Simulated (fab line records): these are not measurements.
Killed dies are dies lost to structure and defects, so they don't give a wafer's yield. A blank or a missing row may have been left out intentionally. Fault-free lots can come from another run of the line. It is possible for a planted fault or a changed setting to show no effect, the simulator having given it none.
Struck lot and sound lot, side by side | flow sky130 | 37 out of 708 route steps
Sound: wafers L192.1, L192.2, L192.5. Wafers L181.1, L181.2, L181.4 were the ones struck. The cause is named last.
Order at every step that has rows: each side's tool, ch and its chambers, its first start. Under that, the readings that differ: sound wafers | struck wafers | difference of the means | sigmas: that difference in standard deviations of wafers without a fault.
alike: a reading whose means differ by less than 2 such deviations, as well as words and numbers matching on both sides. not compared: withheld readings; readings where some wafer has no value; bounds like >300 that might hide an equal value; numbers whose values overlap and for which the record gives no deviation.
A row with sigmas, a row that says differs or no value, or rows on one side alone: a step with any of these is where the two part. When numbers do not overlap yet have no deviation, they are printed without sigmas and do not part them. Lack of a reading on every wafer of one side parts them only where that side has two or more wafers.

first, 10 steps without rows for these wafers: SKY_LDD_LDN_SOFTBAKE_03 (time 60 s); SKY_LDD_LDN_EXPOSE_04 (exposes mask LDNTM, target cd 700 nm); SKY_LDD_LDN_PEB_05; SKY_LDD_LDN_DEVELOP_06 (develop time 60 s); SKY_LDD_LDN_IMPLANT_08; SKY_LDD_LDN_IMPLANT_09; SKY_LDD_LDN_IMPLANT_10; SKY_LDD_LDN_IMPLANT_11; SKY_LDD_LDN_STRIP_12 (strips in O2/N2); SKY_LDD_LDN_CLEAN_14 (cleans in SC1/SC2, time 150 s).
SKY_SPACER_CVD_00: deposits Si3N4 from DCS/NH3, target thk 43.1 nm, time 740 s.
  sound on lpcvd-02 ch 1, day 29 02:44; struck on lpcvd-02 ch 0, day 25 08:12
  reading                                  | sound             | struck            | difference | sigmas
  spike tc bottom C (C)                    | 789.9 790.9 789.0 | 804.4 802.6 803.0 | +13.4      | +12
  spike tc centre C (C)                    | 773.2 772.3 772.9 | 781.6 781.2 781.9 | +8.8       | +5
  spike tc lower C (C)                     | 769.1 768.8 770.2 | 780.7 778.3 779.7 | +10.2      | +7
  spike tc top C (C)                       | 787.0 786.5 785.3 | 797.2 797.5 796.6 | +10.8      | +9
  spike tc upper C (C)                     | 772.0 769.8 768.6 | 783.5 783.3 782.5 | +13.0      | +14
  susceptor temp C (C)                     | 769.9 769.9 770.4 | 783.5 783.3 783.5 | +13.4      | +39
  model.Si3N4_of_SPACER_CVD_00.thk nm (nm) | 42.4 42.74 42.66  | 54.18 54.42 54.39 | +11.73     |
SKY_SPACER_THK_MEAS_01:
  sound on film metro-03, day 29 03:56; struck on film metro-02, day 25 09:38
  reading                | sound          | struck         | difference | sigmas
  SPACER_CVD_00_THK (nm) | 42.4 42.7 42.7 | 54.2 54.4 54.4 | +11.7      | +24
  not compared: hold
SKY_SPACER_ETCHBACK_02: etches Si3N4 in CH3F/O2, stops on SiO2, time 46.7 s, target depth 45 nm.
  sound on rie diel-03 ch 0,2, day 29 03:59; struck on rie diel-01 ch 0,1,3, day 25 12:05
  reading                  | sound                | struck                                                                     | difference                   | sigmas
  hold                     | - - -                | await dispo/2.4h/release await dispo/2.4h/release await dispo/2.4h/release | no value on the sound wafers |
  oes product au (a.u.)    | 0.847 0.847 0.844    | 0.966 0.975 0.981                                                          | +0.128                       | +17
  throttle valve pct (%)   | 10.550 10.569 10.554 | 10.579 10.579 10.568                                                       | +0.018                       | +2
  model.etch.depth nm (nm) | 42.4 42.74 42.66     | 54.18 54.42 54.39                                                          | +11.73                       |
  alike: O2_flow_sccm, drypump motor current A
  not compared: rf hours counter h
then, 22 steps without rows for these wafers: SKY_POLY_CUT_DEHYDRATE_00 (time 60 s); SKY_POLY_CUT_HMDS_01 (prime time 60 s); SKY_POLY_CUT_COAT_02 (resist thk 60 nm); SKY_POLY_CUT_COAT_03 (resist thk 450 nm); SKY_POLY_CUT_SOFTBAKE_04 (time 90 s); SKY_POLY_CUT_EXPOSE_05 (exposes mask NPCM, target cd 270 nm); SKY_POLY_CUT_PEB_06; SKY_POLY_CUT_DEVELOP_07 (develop time 60 s); SKY_POLY_CUT_ETCH_10 (etches BARC in N2/H2, stops on SiO2, time 45.9 s, target depth 60 nm); SKY_POLY_CUT_ETCH_11 (etches Si3N4 in CF4/CH2F2/Ar, stops on poly-Si, time 42.5 s, target depth 60 nm); SKY_POLY_CUT_STRIP_12 (strips in O2/N2); SKY_SD_P_DEHYDRATE_00 (time 60 s); SKY_SD_P_HMDS_01 (prime time 60 s); SKY_SD_P_COAT_02 (resist thk 1140 nm); SKY_SD_P_SOFTBAKE_03 (time 60 s); SKY_SD_P_EXPOSE_04 (exposes mask PSDM, target cd 380 nm); SKY_SD_P_PEB_05; SKY_SD_P_DEVELOP_06 (develop time 60 s); SKY_SD_P_IMPLANT_09; SKY_SD_P_STRIP_10 (strips in O2/N2); SKY_RES_XHIGH_DEHYDRATE_00 (time 60 s); SKY_RES_XHIGH_HMDS_01 (prime time 60 s).
-- the record jumps here: 5 days lie between the struck wafers' starts before and after (it left off in module RES_XHIGH and takes up again in module SALICIDE, whose first step shown is number 361 of the route) --
SKY_SALICIDE_CLEAN_00: cleans in HF-last, time 30 s.
  sound on wet bench-03 ch 0, day 33 19:20; struck on wet bench-03 ch 3, day 30 04:53
  reading                                  | sound             | struck            | difference | sigmas
  model.Si3N4_of_SPACER_CVD_00.thk nm (nm) | 41.42 41.77 41.69 | 53.22 53.45 53.41 | +11.73     |
-- the record jumps here: 17 days lie between the struck wafers' starts before and after (it left off in module SALICIDE and takes up again in module PAD_OPEN, whose first step shown is number 708 of the route) --
SKY_PAD_OPEN_PROBE_99:
  sound on prober-01, day 49 21:46; struck on prober-01, day 47 09:41
  reading                                 | sound             | struck                                                                     | difference                   | sigmas
  hold                                    | - - -             | await dispo/2.3h/release await dispo/2.3h/release await dispo/2.3h/release | no value on the sound wafers |
  model.etest.pfet_01v8.r on ohm um       | 2782 2891 2900    | 3134 3111 3127                                                             | +266                         |
  model.etest.pfet g5v0d10v5.r on ohm um  | 4695 4818 4807    | 4890 4916 4933                                                             | +140                         |
  model.etest.nfet g5v0d10v5.r on ohm um  | 1867 1908 1903    | 1962 1964 1965                                                             | +71                          |
  model.etest.sonos uncharged.r on ohm um | 798.8 820 809.4   | 870.6 857.4 873.8                                                          | +57.9                        |
  model.etest.pfet_01v8.drive ua um       | 202.2 194.8 193.2 | 179.6 180.9 180.8                                                          | -16.3                        |
  model.etest.pfet_01v8_hvt.drive ua um   | 150.2 142.6 142.8 | 132.5 132.7 131.7                                                          | -12.9                        |
  model.etest.sram pfet latch.drive ua um | 150.3 136.9 136.9 | 132.6 129.4 128.6                                                          | -11.2                        |
  not compared: model.etest.res pdiff.line ohm um

WHERE THEY PART
Last at SKY_PAD_OPEN_PROBE_99 as far as this record goes, first at SKY_SPACER_CVD_00.

WHY: what had been put in by the simulator
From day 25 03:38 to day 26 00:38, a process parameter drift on lpcvd-02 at SKY_SPACER_CVD_00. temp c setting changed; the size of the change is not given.
